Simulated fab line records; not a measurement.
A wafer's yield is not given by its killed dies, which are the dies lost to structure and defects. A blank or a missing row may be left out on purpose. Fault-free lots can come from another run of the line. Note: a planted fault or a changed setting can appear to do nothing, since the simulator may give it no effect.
Which tool is to blame? / flow gf180mcu / 33 wafers from 11 lots sampled at 3 of the route's 602 steps

## WHAT THE GAUGES READ, wafer by wafer
GF_HV_LDD_THK_MEAS_57.
lot=L850; measured=day 12 15:53; on=filmMetro-02; HV_LDD_CVD_56_THK (nm)=90.4 90.1 89.6
lot=L852; measured=day 13 03:11; on=filmMetro-01; HV_LDD_CVD_56_THK (nm)=89.3 89.7 90.8
lot=L854; measured=day 13 20:37; on=filmMetro-02; HV_LDD_CVD_56_THK (nm)=89.0 89.1 89.7
lot=L855; measured=day 14 06:18; on=filmMetro-04; HV_LDD_CVD_56_THK (nm)=89.2 89.4 89.5
lot=L860; measured=day 15 22:45; on=filmMetro-02; HV_LDD_CVD_56_THK (nm)=83.8 83.4 83.4
lot=L863; measured=day 16 18:45; on=filmMetro-01; HV_LDD_CVD_56_THK (nm)=90.3 90.1 90.2
lot=L867; measured=day 18 03:50; on=filmMetro-04; HV_LDD_CVD_56_THK (nm)=89.8 90.3 90.4
lot=L868; measured=day 18 10:02; on=filmMetro-04; HV_LDD_CVD_56_THK (nm)=91.4 90.9 91.3
lot=L871; measured=day 19 12:47; on=filmMetro-01; HV_LDD_CVD_56_THK (nm)=90.0 90.0 90.0
lot=L872; measured=day 19 17:44; on=filmMetro-02; HV_LDD_CVD_56_THK (nm)=89.5 89.6 89.0
lot=L873; measured=day 20 04:11; on=filmMetro-04; HV_LDD_CVD_56_THK (nm)=89.3 89.5 89.8

## EACH LOT AND THE TOOL THAT RAN IT (in order: tool; ch and the chambers of the sampled wafers; start)
lot=L850; GF_HV_LDD_STRIP_37=plasmaAsher-03 ch 0,1, day 11 17:13; GF_HV_LDD_CVD_56=lpcvd-02 ch 1, day 12 14:26
lot=L852; GF_HV_LDD_STRIP_37=plasmaAsher-01 ch 0,1, day 12 04:13; GF_HV_LDD_CVD_56=lpcvd-01 ch 1, day 13 01:44
lot=L854; GF_HV_LDD_STRIP_37=plasmaAsher-01 ch 0,1, day 12 21:23; GF_HV_LDD_CVD_56=lpcvd-02 ch 1, day 13 19:10
lot=L855; GF_HV_LDD_STRIP_37=plasmaAsher-02 ch 0,1, day 13 06:44; GF_HV_LDD_CVD_56=lpcvd-01 ch 0, day 14 04:52
lot=L860; GF_HV_LDD_STRIP_37=plasmaAsher-02 ch 0,1, day 14 22:14; GF_HV_LDD_CVD_56=lpcvd-01 ch 1, day 15 21:19
lot=L863; GF_HV_LDD_STRIP_37=plasmaAsher-02 ch 0,1, day 15 17:32; GF_HV_LDD_CVD_56=lpcvd-02 ch 0, day 16 17:19
lot=L867; GF_HV_LDD_STRIP_37=plasmaAsher-01 ch 0,1, day 17 01:51; GF_HV_LDD_CVD_56=lpcvd-02 ch 0, day 18 02:23
lot=L868; GF_HV_LDD_STRIP_37=plasmaAsher-03 ch 0,1, day 17 07:56; GF_HV_LDD_CVD_56=lpcvd-02 ch 0, day 18 08:36
lot=L871; GF_HV_LDD_STRIP_37=plasmaAsher-02 ch 1, day 18 09:49; GF_HV_LDD_CVD_56=lpcvd-01 ch 0, day 19 11:21
lot=L872; GF_HV_LDD_STRIP_37=plasmaAsher-01 ch 0,1, day 18 14:05; GF_HV_LDD_CVD_56=lpcvd-02 ch 0, day 19 16:18
lot=L873; GF_HV_LDD_STRIP_37=plasmaAsher-03 ch 0,1, day 19 00:46; GF_HV_LDD_CVD_56=lpcvd-01 ch 0, day 20 02:02
- GF_HV_LDD_STRIP_37: strips in O2/N2.
- GF_HV_LDD_CVD_56: deposits Si3N4 from DCS/NH3, target thk 90 nm, time 1543 s.

## THE ANSWER, worked out from the rows above alone
Rule: what is usual is taken from the lots themselves. Put in order of their means at a reading, lots are off if they are a third of the lots or fewer, leave a main group of 4 or more, and stand apart from it by a gap of 3 or more times the standard deviation of the main group's means; of several such gaps the widest counts. The tables above print the reading to a certain number of digits; a main group whose means all agree to those digits is not used. Also off: a lot with no number at a reading for which 4 or more lots have one. Any other lot the step has rows for is counted as sound.
Off: L860, at GF_HV_LDD_THK_MEAS_57 (HV_LDD_CVD_56_THK). For the main group the mean is 89.9 nm and the standard deviation 0.55.
If a tool, at a process step before that reading, ran all the lots that are off and no sound lot after the first of them, it fits. Those tools and the gauges at GF_HV_LDD_THK_MEAS_57 are tried in the same way. None of those tried fits.

## WHAT HAD BEEN PUT IN BY THE SIMULATOR
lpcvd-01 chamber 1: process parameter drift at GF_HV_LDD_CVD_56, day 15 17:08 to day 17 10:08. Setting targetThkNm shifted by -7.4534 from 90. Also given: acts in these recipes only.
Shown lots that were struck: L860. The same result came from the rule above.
